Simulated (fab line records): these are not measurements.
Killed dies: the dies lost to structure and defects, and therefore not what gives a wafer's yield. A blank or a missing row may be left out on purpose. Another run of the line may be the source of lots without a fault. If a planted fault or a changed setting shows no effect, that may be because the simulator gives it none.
fab line records ; flow gf180mcu
record lots=14; wafers=42; lastDay=34
route steps=602 shown V4@500 MIM@504
lots that met no fault: from a run of the same line without faults
startH: the number of hours between the record's first day and the start of the first shown wafer of the lot ; waitH: how many hours have passed since the lot's step before this one ; " the same as in the row above ; L1.1+2: a single row standing in for several wafers ; - no value, or no start was given ; * or withheld: withheld ; < > ~ a bound
route shown NAME@n: a module of which the file shows steps, and the number in the route of the first ; usual: mean and standard deviation over wafers with no fault ; same: alike in all rows ; chamber/n: place in a boat ; sites: the reading at each site ; _std_site: how widely they spread, as a standard deviation ; _edge_site: inner sites' mean taken away from outer sites' mean ; radiusMm: how far each site lies from the wafer's centre ; mask NAME#n: copy n ; behind: the last tool/chamber to shape the wafer ; hold: why the lot went on hold/how many hours it stayed there/how the hold came to an end ; device: the n, p or np transistor that did not switch ; end of line: the same wafers' tests at the end of the route ; for a step that has no rows: nothing shown but its recipe ; killed: count of dies lost to structure and defects at first sort (not the wafer's yield) ; map: per-die view of a wafer (x killed, . not killed, _ where there is no die)
set.NAME: the run value of the setting; set.NAME@STEP: its run value at that earlier step ; model.NAME: the simulator's own value behind a step, which no gauge read
a sample of lots followed through the steps of the route, with each step as a table and each wafer as a row
services: a tool's chamber out of use, with start hour (startH, from the record's first day; less than 0 if before it), hours out, and reason
## steps
# step GF_V4_RS_MEAS_24
# recipe thkMeasGauge=four-point-probe; reads=W_of_V4_CVD_23+TiN_of_V4_SPUTTER_22+Ti_of_V4_SPUTTER_21
# usual V4_W_RS=0.327/0.0037
lot.wafer;tool;chamber;startH;waitH;V4_W_RS[ohm/sq]
L704.1;filmMetro-03;-;564.37;0.1;0.326
L704.2;filmMetro-03;-;564.37;0.1;0.330
L704.6;filmMetro-03;-;564.37;0.1;0.326
L705.1;filmMetro-03;-;578.20;0.1;0.331
L705.2;filmMetro-03;-;578.20;0.1;0.323
L705.4;filmMetro-03;-;578.20;0.1;0.330
L706.2;filmMetro-04;-;589.74;0.1;0.328
L706.5;filmMetro-04;-;589.74;0.1;0.325
L706.6;filmMetro-04;-;589.74;0.1;0.330
L707.1;filmMetro-03;-;599.83;0.1;0.327
L707.2;filmMetro-03;-;599.83;0.1;0.330
L707.3;filmMetro-03;-;599.83;0.1;0.325
L708.2;filmMetro-03;-;604.89;0.1;0.320
L708.4;filmMetro-03;-;604.89;0.1;0.322
L708.5;filmMetro-03;-;604.89;0.1;0.323
L710.1;filmMetro-03;-;621.19;0.1;0.329
L710.2;filmMetro-03;-;621.19;0.1;0.322
L710.3;filmMetro-03;-;621.19;0.1;0.331
L709.1;filmMetro-03;-;624.47;0.1;0.330
L709.4;filmMetro-03;-;624.47;0.1;0.329
L709.6;filmMetro-03;-;624.47;0.1;0.331
L713.1;filmMetro-03;-;647.63;0.1;0.328
L713.2;filmMetro-03;-;647.63;0.1;0.333
L713.4;filmMetro-03;-;647.63;0.1;0.333
L715.3;filmMetro-02;-;656.36;0.1;0.326
L715.5;filmMetro-02;-;656.36;0.1;0.325
L715.6;filmMetro-02;-;656.36;0.1;0.328
L716.3;filmMetro-04;-;668.86;0.1;0.327
L716.4;filmMetro-04;-;668.86;0.1;0.327
L716.6;filmMetro-04;-;668.86;0.1;0.325
L717.2;filmMetro-04;-;672.82;0.1;0.329
L717.4;filmMetro-04;-;672.82;0.1;0.333
L717.5;filmMetro-04;-;672.82;0.1;0.326
L719.1;filmMetro-02;-;687.61;0.1;0.321
L719.4;filmMetro-02;-;687.61;0.1;0.329
L719.6;filmMetro-02;-;687.61;0.1;0.328
L722.2;filmMetro-04;-;702.20;0.1;0.329
L722.3;filmMetro-04;-;702.20;0.1;0.331
L722.4;filmMetro-04;-;702.20;0.1;0.328
L726.1;filmMetro-02;-;726.86;0.1;0.321
L726.5;filmMetro-02;-;726.86;0.1;0.323
L726.6;filmMetro-02;-;726.86;0.1;0.331
# step GF_MIM_SPUTTER_01
# recipe material=TiN; targetThkNm=30; powerW=6500; timeS=25; chamberPressurePa=0.4
# usual throttleValvePct=29.7/0.83
lot.wafer;tool;chamber;startH;waitH;throttleValvePct
L704.1;pvdSputter-01;-;565.04;0.1;29.4
L704.2;pvdSputter-01;-;565.04;0.1;30.5
L704.6;pvdSputter-01;-;565.04;0.1;28.7
L705.1;pvdSputter-01;-;578.78;0.1;29.3
L705.2;pvdSputter-01;-;578.78;0.1;29.8
L705.4;pvdSputter-01;-;578.78;0.1;28.5
L706.2;pvdSputter-02;-;590.30;0.1;28.4
L706.5;pvdSputter-02;-;590.30;0.1;30.2
L706.6;pvdSputter-02;-;590.30;0.1;29.1
L707.1;pvdSputter-03;-;600.41;0.1;29.9
L707.2;pvdSputter-03;-;600.41;0.1;30.3
L707.3;pvdSputter-03;-;600.41;0.1;31.5
L708.2;pvdSputter-01;-;605.45;0.1;29.9
L708.4;pvdSputter-01;-;605.45;0.1;28.6
L708.5;pvdSputter-01;-;605.45;0.1;29.7
L710.1;pvdSputter-01;-;621.77;0.1;30.4
L710.2;pvdSputter-01;-;621.77;0.1;28.6
L710.3;pvdSputter-01;-;621.77;0.1;29.4
L709.1;pvdSputter-01;-;625.05;0.1;30.5
L709.4;pvdSputter-01;-;625.05;0.1;28.7
L709.6;pvdSputter-01;-;625.05;0.1;29.4
L713.1;pvdSputter-02;-;648.21;0.1;28.9
L713.2;pvdSputter-02;-;648.21;0.1;28.8
L713.4;pvdSputter-02;-;648.21;0.1;29.6
L715.3;pvdSputter-02;-;656.90;0.1;28.9
L715.5;pvdSputter-02;-;656.90;0.1;29.4
L715.6;pvdSputter-02;-;656.90;0.1;28.7
L716.3;pvdSputter-03;-;669.40;0.1;31.8
L716.4;pvdSputter-03;-;669.40;0.1;30.2
L716.6;pvdSputter-03;-;669.40;0.1;30.2
L717.2;pvdSputter-01;-;673.38;0.1;29.2
L717.4;pvdSputter-01;-;673.38;0.1;30.6
L717.5;pvdSputter-01;-;673.38;0.1;30.7
L719.1;pvdSputter-01;-;688.19;0.1;30.5
L719.4;pvdSputter-01;-;688.19;0.1;28.7
L719.6;pvdSputter-01;-;688.19;0.1;29.5
L722.2;pvdSputter-02;-;702.76;0.1;28.9
L722.3;pvdSputter-02;-;702.76;0.1;29.4
L722.4;pvdSputter-02;-;702.76;0.1;30.0
L726.1;pvdSputter-01;-;727.44;0.1;28.8
L726.5;pvdSputter-01;-;727.44;0.1;29.3
L726.6;pvdSputter-01;-;727.44;0.1;29.7
# step GF_MIM_THK_MEAS_11
# recipe thkMeasGauge=xrf; reads=AlCu_of_MIM_SPUTTER_08
# usual MIM_ALCU_THK=199.2/2
lot.wafer;tool;chamber;startH;waitH;MIM_ALCU_THK[nm]
L704.1;filmMetro-04;-;565.47;0.1;200.9
L704.2;filmMetro-04;-;565.47;0.1;198.4
L704.6;filmMetro-04;-;565.47;0.1;197.4
L705.1;filmMetro-04;-;579.22;0.1;201.7
L705.2;filmMetro-04;-;579.22;0.1;203.1
L705.4;filmMetro-04;-;579.22;0.1;203.1
L706.2;filmMetro-01;-;590.74;0.1;202.2
L706.5;filmMetro-01;-;590.74;0.1;201.2
L706.6;filmMetro-01;-;590.74;0.1;200.2
L707.1;filmMetro-01;-;600.84;0.1;198.6
L707.2;filmMetro-01;-;600.84;0.1;199.6
L707.3;filmMetro-01;-;600.84;0.1;198.6
L708.2;filmMetro-03;-;605.89;0.1;199.3
L708.4;filmMetro-03;-;605.89;0.1;197.3
L708.5;filmMetro-03;-;605.89;0.1;197.7
L710.1;filmMetro-03;-;622.20;0.1;198.6
L710.2;filmMetro-03;-;622.20;0.1;197.5
L710.3;filmMetro-03;-;622.20;0.1;198.3
L709.1;filmMetro-01;-;625.48;0.1;197.9
L709.4;filmMetro-01;-;625.48;0.1;197.8
L709.6;filmMetro-01;-;625.48;0.1;199.2
L713.1;filmMetro-04;-;648.64;0.1;199.1
L713.2;filmMetro-04;-;648.64;0.1;200.2
L713.4;filmMetro-04;-;648.64;0.1;199.7
L715.3;filmMetro-01;-;657.36;0.1;198.0
L715.5;filmMetro-01;-;657.36;0.1;197.8
L715.6;filmMetro-01;-;657.36;0.1;200.1
L716.3;filmMetro-01;-;669.85;0.1;200.8
L716.4;filmMetro-01;-;669.85;0.1;198.4
L716.6;filmMetro-01;-;669.85;0.1;199.5
L717.2;filmMetro-01;-;673.82;0.1;200.1
L717.4;filmMetro-01;-;673.82;0.1;198.4
L717.5;filmMetro-01;-;673.82;0.1;199.6
L719.1;filmMetro-01;-;688.63;0.1;200.4
L719.4;filmMetro-01;-;688.63;0.1;201.5
L719.6;filmMetro-01;-;688.63;0.1;201.2
L722.2;filmMetro-01;-;703.21;0.1;200.4
L722.3;filmMetro-01;-;703.21;0.1;198.8
L722.4;filmMetro-01;-;703.21;0.1;200.2
L726.1;filmMetro-01;-;727.88;0.1;196.2
L726.5;filmMetro-01;-;727.88;0.1;195.1
L726.6;filmMetro-01;-;727.88;0.1;195.5
# step GF_MIM_DEVELOP_18
# recipe developTimeS=60; devTempC=23
# usual chillPlateTempC=23.01/0.094; developTimeS=60/0
lot.wafer;tool;chamber;startH;waitH;chillPlateTempC;developTimeS
L704.1;lithoTrack-02;0;586.63;0.1;23.11;60
L704.2;lithoTrack-02;0;586.63;0.1;23.11;60
L704.6;lithoTrack-02;0;586.63;0.1;23.05;60
L705.1;lithoTrack-04;0;600.34;0.1;22.95;60
L705.2;lithoTrack-04;0;600.34;0.1;22.91;60
L705.4;lithoTrack-04;0;600.34;0.1;22.99;60
L706.2;lithoTrack-04;0;611.31;0.1;22.92;60
L706.5;lithoTrack-04;0;611.31;0.1;22.98;60
L706.6;lithoTrack-04;0;611.31;0.1;23.08;60
L707.1;lithoTrack-04;0;621.14;0.1;22.94;60
L707.2;lithoTrack-04;0;621.14;0.1;22.93;60
L707.3;lithoTrack-04;0;621.14;0.1;22.94;60
L708.2;lithoTrack-01;0;626.06;0.1;23.09;60
L708.4;lithoTrack-01;0;626.06;0.1;23.17;60
L708.5;lithoTrack-01;0;626.06;0.1;23.00;60
L710.1;lithoTrack-01;0;641.74;0.1;23.07;60
L710.2;lithoTrack-01;0;641.74;0.1;23.10;60
L710.3;lithoTrack-01;0;641.74;0.1;23.09;60
L709.1;lithoTrack-04;0;644.49;0.1;22.95;60
L709.4;lithoTrack-04;0;644.49;0.1;22.98;60
L709.6;lithoTrack-04;0;644.49;0.1;22.94;60
L713.1;lithoTrack-04;0;667.64;0.1;23.05;60
L713.2;lithoTrack-04;0;667.64;0.1;23.12;60
L713.4;lithoTrack-04;0;667.64;0.1;23.08;60
L715.3;lithoTrack-01;0;676.78;0.1;22.92;60
L715.5;lithoTrack-01;0;676.78;0.1;23.06;60
L715.6;lithoTrack-01;0;676.78;0.1;23.18;60
L716.3;lithoTrack-04;-;687.89;0.1;-;-
L716.4;lithoTrack-04;-;687.89;0.1;-;-
L716.6;lithoTrack-04;-;687.89;0.1;-;-
L717.2;lithoTrack-01;-;692.56;0.1;-;-
L717.4;lithoTrack-01;-;692.56;0.1;-;-
L717.5;lithoTrack-01;-;692.56;0.1;-;-
L719.1;lithoTrack-01;0;706.08;0.1;23.01;60
L719.4;lithoTrack-01;0;706.08;0.1;23.01;60
L719.6;lithoTrack-01;0;706.08;0.1;22.97;60
L722.2;lithoTrack-04;0;720.81;0.1;22.98;60
L722.3;lithoTrack-04;0;720.81;0.1;22.85;60
L722.4;lithoTrack-04;0;720.81;0.1;22.99;60
L726.1;lithoTrack-02;0;744.43;0.1;23.01;60
L726.5;lithoTrack-02;0;744.43;0.1;23.02;60
L726.6;lithoTrack-02;0;744.43;0.1;22.92;60
## services
tool;chamber;startH;hours;kind
pvdSputter-02;-;599.30;5.0;repair
pvdSputter-03;-;679.11;7.1;repair
pvdSputter-03;-;688.03;0.5;repair
## key
firstSign step=GF_MIM_DEVELOP_18; reading=toolRecord; direction=missing
effect none on later readings
metAt GF_MIM_DEVELOP_18
struckLots L716,L717
laterRowsLeftOut L716.3,L716.4,L716.6,L717.2,L717.4,L717.5
sortLeftOut L716.3,L716.4,L716.6,L717.2,L717.4,L717.5
notActingAt GF_V4_RS_MEAS_24,GF_MIM_SPUTTER_01,GF_MIM_THK_MEAS_11
onsetBetween 676.78 687.89
fault kind=skippedStepWhole; tool=lithoTrack-01,lithoTrack-04; chamber=-; onsetH=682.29; steps=GF_MIM_DEVELOP_18; scope=struckLotsOnly
# sortLeftOut: the simulated sort isn't trusted on such a fault, so these wafers' sort isn't shown, and their yield isn't known
# laterRowsLeftOut: the simulator's readings of these wafers behind a module that went badly wrong aren't trusted and aren't shown, but for the sort
